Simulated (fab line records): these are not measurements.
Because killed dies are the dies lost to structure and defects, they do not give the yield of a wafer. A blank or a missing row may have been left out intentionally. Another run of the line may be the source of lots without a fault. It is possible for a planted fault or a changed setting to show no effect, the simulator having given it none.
What tool caused it? || flow sky130 || 18 wafers from 6 lots sampled at 2 of the route's 708 steps

## WHAT THE GAUGES READ, wafer by wafer
SKY_POLY_GATE_CD_MEAS_13: the cd target is 150 nm.
{"lot": "L847", "measured": "day 17 04:17", "on": "cd_sem-01", "cd_nm (nm)": "152.1 152.5 152.0"}
{"lot": "L850", "measured": "day 19 05:32", "on": "cd_sem-01", "cd_nm (nm)": "149.7 150.3 150.6"}
{"lot": "L852", "measured": "day 19 09:11", "on": "cd_sem-01", "cd_nm (nm)": "117.7 115.4 142.3"}
{"lot": "L862", "measured": "day 22 22:04", "on": "cd_sem-01", "cd_nm (nm)": "152.2 151.4 152.3"}
{"lot": "L864", "measured": "day 23 15:38", "on": "cd_sem-02", "cd_nm (nm)": "147.4 148.1 148.8"}
{"lot": "L867", "measured": "day 24 10:01", "on": "cd_sem-02", "cd_nm (nm)": "149.8 148.9 149.3"}

## TOOL THAT RAN EACH LOT (tool first, then ch and the chambers of the sampled wafers, then the start)
{"lot": "L847", "SKY_POLY_GATE_EXPOSE_10": "krf_scanner-02 ch 0, day 16 14:41"}
{"lot": "L850", "SKY_POLY_GATE_EXPOSE_10": "krf_scanner-01 ch 0, day 18 14:30"}
{"lot": "L852", "SKY_POLY_GATE_EXPOSE_10": "krf_scanner-01 ch 0, day 18 17:55"}
{"lot": "L862", "SKY_POLY_GATE_EXPOSE_10": "krf_scanner-01 ch 0, day 22 07:26"}
{"lot": "L864", "SKY_POLY_GATE_EXPOSE_10": "krf_scanner-02 ch 0, day 23 01:13"}
{"lot": "L867", "SKY_POLY_GATE_EXPOSE_10": "krf_scanner-01 ch 0, day 23 19:34"}
- SKY_POLY_GATE_EXPOSE_10: exposes mask P1M, target cd 150 nm.

## THE ANSWER, worked out from the rows above alone
Rule: the usual values come from the lots themselves. The widest of any qualifying gaps counts: lots, ordered by their means at a reading, are off when they make up no more than a third of the lots, leave a main group of 4 or more, and stand apart from it by 3 or more times the standard deviation of that group's means. A main group whose means are all the same, to the digits that the tables above print for the reading, isn't used. Also off: a lot with no number at a reading for which 4 or more lots have one. All remaining lots with rows at the step are treated as sound.
Off: L852 (SKY_POLY_GATE_CD_MEAS_13, cd_nm). For the main group the mean is 150.4 nm and the standard deviation 1.6.
If a tool, at a process step before that reading, ran all the lots that are off and no sound lot after the first of them, it fits. Gauges at SKY_POLY_GATE_CD_MEAS_13: tried the same way as those tools. Not one of the candidates tried fits.

## WHAT THE SIMULATOR HAD PUT IN
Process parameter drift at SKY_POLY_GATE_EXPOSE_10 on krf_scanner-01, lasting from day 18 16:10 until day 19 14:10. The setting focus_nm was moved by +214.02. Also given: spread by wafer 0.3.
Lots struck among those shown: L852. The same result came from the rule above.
